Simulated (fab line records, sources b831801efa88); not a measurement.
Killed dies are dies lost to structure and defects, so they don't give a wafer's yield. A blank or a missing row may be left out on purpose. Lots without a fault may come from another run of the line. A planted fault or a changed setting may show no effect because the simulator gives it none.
Chamber matching | flow sky130 | SKY_CONTACT_CMP_04 on cmp-02: 4 sister chambers
The step polishes SiO2. 8 wafers are shown with their chamber, then 9 later ones without.

WAFERS WITH THEIR CHAMBER
wafer  | chamber | motor_current_A (A) | time_to_endpoint_s (s)
L833.5 | 0       | 10.8                | 88
L835.1 | 3       | 11.5                | 85
L839.1 | 0       | 11.1                | 86
L839.3 | 3       | 11.6                | 84
L839.4 | 2       | 11.4                | 85
L840.3 | 2       | 10.9                | 78
L840.4 | 1       | 11.6                | 80
L840.6 | 1       | 11.1                | 81

WAFERS WITHOUT THEIR CHAMBER
wafer  | motor_current_A (A) | time_to_endpoint_s (s)
L841.1 | 10.9                | 85
L841.4 | 12.1                | 84
L841.5 | 11.7                | 83
L846.1 | 11.7                | 81
L846.3 | 11.5                | 74
L846.6 | 10.9                | 81
L847.1 | 10.9                | 83
L847.3 | 11.9                | 83
L847.6 | 10.8                | 83

WHICH CHAMBER EACH WENT THROUGH
wafer  | from the rows above               | in truth
L841.1 | can't be placed: 0 or 2 or 1 or 3 | 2
L841.4 | can't be placed: 3 or 1 or 2      | 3
L841.5 | can't be placed: 3 or 1 or 2      | 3
L846.1 | can't be placed: 1 or 3 or 2      | 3
L846.3 | can't be placed: 1 or 2 or 3      | 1
L846.6 | can't be placed: 2 or 1 or 0 or 3 | 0
L847.1 | can't be placed: 2 or 0 or 1 or 3 | 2
L847.3 | can't be placed: 3 or 1 or 2      | 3
L847.6 | can't be placed: 2 or 0 or 1 or 3 | 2
Placed correctly: 0 of 9. Can't be placed from these rows: 9 (the true chamber is among the candidates in 9). Placed wrongly: 0.
How it was worked out, from the rows above alone: a wafer's distance from a chamber is the root of the sum, over the readings, of the square of ((its reading less the chamber's mean) divided by the reading's scatter). The wafer belongs to the nearest chamber; if the next one is less than 2 further off, it can't be placed. A chamber's mean is the mean of its shown wafers. The scatter: the root of (the sum of the squares of (reading less its chamber's mean) over the shown wafers, divided by (wafers less chambers)).
